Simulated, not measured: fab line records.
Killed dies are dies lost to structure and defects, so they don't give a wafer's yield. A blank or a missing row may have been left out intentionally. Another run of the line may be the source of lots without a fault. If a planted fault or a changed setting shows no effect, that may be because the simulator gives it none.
A lot that was struck, set against a sound lot | flow sky130 | 44 out of 708 route steps
Sound: the wafers L308.4, L308.5, L308.6. Wafers struck: L329.2, L329.4, L329.6. The cause comes at the end.
For every step that has rows: the tool of each side, followed by ch and its chambers, followed by its first start. Under that, the readings that differ: sound wafers | struck wafers | difference of the means | sigmas: that difference in standard deviations of wafers without a fault.
alike: readings whose means differ by less than 2 such deviations, and words and numbers that are the same on both sides. not compared: withheld readings, readings that some wafer has no value for, bounds like >300 that may hide the same value, and numbers for which the record gives no deviation and whose values overlap.
Wherever a step has rows on one side only, a row that says differs or no value, or a row with sigmas, the two part there. Numbers that have no deviation but don't overlap get no sigmas and don't part them. Lack of a reading on every wafer of one side parts them only where that side has two or more wafers.

first, 2 steps without rows for these wafers: SKY_DNWELL_DEVELOP_06 (develop time 60 s); SKY_DNWELL_IMPLANT_07.
SKY_DNWELL_STRIP_08: strips in O2/N2.
  sound on plasma asher-03 ch 0,1, day 3 12:36; struck on plasma asher-04 ch 0,1, day 8 02:22
  alike: drypump motor current A, oes product au, strip time to endpoint s
  not compared: rf hours counter h
SKY_DNWELL_TW_MEAS_09:
  sound on film metro-03 at day 3 12:42; struck on film metro-04 at day 8 02:28
  alike: DNWELL_TW
then, 7 steps without rows for these wafers: SKY_PWDE_DEHYDRATE_00 (time 60 s); SKY_PWDE_HMDS_01 (prime time 60 s); SKY_PWDE_COAT_02 (resist thk 3000 nm); SKY_PWDE_SOFTBAKE_03; SKY_PWDE_EXPOSE_04 (exposes mask PWDEM, target cd 840 nm); SKY_PWDE_PEB_05; SKY_PWDE_DEVELOP_06 (develop time 60 s).
SKY_PWDE_OVL_MEAS_07:
  sound on overlay-02 at day 4 04:05; struck on overlay-02 at day 8 22:31
  alike: PWDE_OVL
SKY_PWDE_IMPLANT_08:
  sound on implanter-01 ch 0, day 4 04:11; struck on implanter-01 ch 0, day 8 22:34
  reading       | sound                         | struck                        | difference | sigmas
  dose ions cm2 | 3.599e+12 3.597e+12 3.602e+12 | 3.471e+12 3.463e+12 3.464e+12 | -1.333e+11 | -33
SKY_PWDE_STRIP_09: strips in O2/N2.
  sound on plasma asher-03 ch 0,1, day 4 04:17; struck on plasma asher-04 ch 1, day 8 22:41
  alike: drypump motor current A, oes product au, strip time to endpoint s
  not compared: rf hours counter h
SKY_PWDE_TW_MEAS_10:
  sound on film metro-02 at day 4 04:23; struck on film metro-02 at day 8 22:48
  alike: PWDE_TW
then, 7 steps without rows for these wafers: SKY_NWELL_DEHYDRATE_03 (time 57.57 s); SKY_NWELL_HMDS_04 (prime time 60 s); SKY_NWELL_COAT_05 (resist thk 3000 nm); SKY_NWELL_SOFTBAKE_06; SKY_NWELL_EXPOSE_07 (exposes mask NWM, target cd 840 nm); SKY_NWELL_PEB_08; SKY_NWELL_DEVELOP_09 (develop time 60 s).
SKY_NWELL_OVL_MEAS_10:
  sound on overlay-01 at day 4 22:00; struck on overlay-02 at day 9 19:37
  alike: NWELL_00_OVL
then, 3 steps without rows for these wafers: SKY_NWELL_IMPLANT_11; SKY_NWELL_IMPLANT_12; SKY_NWELL_IMPLANT_13.
SKY_NWELL_STRIP_14: strips in O2/N2.
  sound on plasma asher-02 ch 0,1, day 4 22:30; struck on plasma asher-03 ch 1, day 9 20:06
  alike: drypump motor current A, oes product au, strip time to endpoint s
  not compared: rf hours counter h
SKY_NWELL_TW_MEAS_15:
  sound on film metro-03 at day 4 22:36; struck on film metro-04 at day 9 20:13
  alike: NWELL_TW
then, 7 steps without rows for these wafers: SKY_NWELL_DEHYDRATE_16 (time 60 s); SKY_NWELL_HMDS_17 (prime time 60 s); SKY_NWELL_COAT_18 (resist thk 3000 nm); SKY_NWELL_SOFTBAKE_19; SKY_NWELL_EXPOSE_20 (exposes mask NWM COMPLEMENT, target cd 840 nm); SKY_NWELL_PEB_21; SKY_NWELL_DEVELOP_22 (develop time 60 s).
SKY_NWELL_OVL_MEAS_23:
  sound on overlay-02 at day 5 15:43; struck on overlay-02 at day 10 18:46
  alike: NWELL_01_OVL
next, for these wafers, 1 step has no rows: SKY_NWELL_IMPLANT_24.
SKY_NWELL_STRIP_25: strips in O2/N2.
  sound on plasma asher-02 ch 0,1, day 5 15:56; struck on plasma asher-01 ch 1, day 10 18:56
  alike: drypump motor current A, oes product au, strip time to endpoint s
  not compared: rf hours counter h
SKY_NWELL_TW_MEAS_26:
  sound on film metro-04 at day 5 16:01; struck on film metro-02 at day 10 19:03
  alike: NWELL_2_TW
then, 1 step without rows for these wafers: SKY_NWELL_CLEAN_27 (cleans in SC1/SC2, time 150 s).
SKY_NWELL_RTA_28: time 30 s.
  sound on rtp anneal-01 ch 0, day 5 16:09; struck on rtp anneal-02 ch 0, day 10 19:10
  alike: lamp power pct, wafer_temp_C_max
SKY_NWELL_RS_MEAS_29: the measuring method here is four-point-probe.
  sound on film metro-03 at day 5 16:16; struck on film metro-03 at day 10 19:16
  alike: NWELL_RS
SKY_NWELL_RS_MEAS_31: the measuring method here is four-point-probe.
  sound on film metro-03 at day 5 16:30; struck on film metro-03 at day 10 19:31
  reading          | sound          | struck         | difference | sigmas
  PWDE_RS (ohm/sq) | 5271 5304 5292 | 5460 5416 5428 | +146       | +9
-- the record jumps here: 40 days lie between the struck wafers' starts before and after (it left off in module NWELL and takes up again in module PAD_OPEN, whose first step shown is number 708 of the route) --
SKY_PAD_OPEN_PROBE_99:
  sound on prober-02 at day 46 07:31; struck on prober-02 at day 50 16:02
  reading                                   | sound          | struck         | difference | sigmas
  model.etest.res pwde under gate.rs ohm sq | 6181 6214 6167 | 6473 6435 6444 | +263       |
  alike: killed_at_M0_to_M3, killed_at_M4_up, killed at contacts, killed at front end, killed at other, killed dies, killed open, killed short

WHERE THEY PART
First at SKY_PWDE_IMPLANT_08; last, within this record, at SKY_NWELL_RS_MEAS_31. Later steps at which nothing parts them and some readings are alike: SKY_PAD_OPEN_PROBE_99.

WHY: what had been put in by the simulator
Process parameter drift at SKY_PWDE_IMPLANT_08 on implanter-01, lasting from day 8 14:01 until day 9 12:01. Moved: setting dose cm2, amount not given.
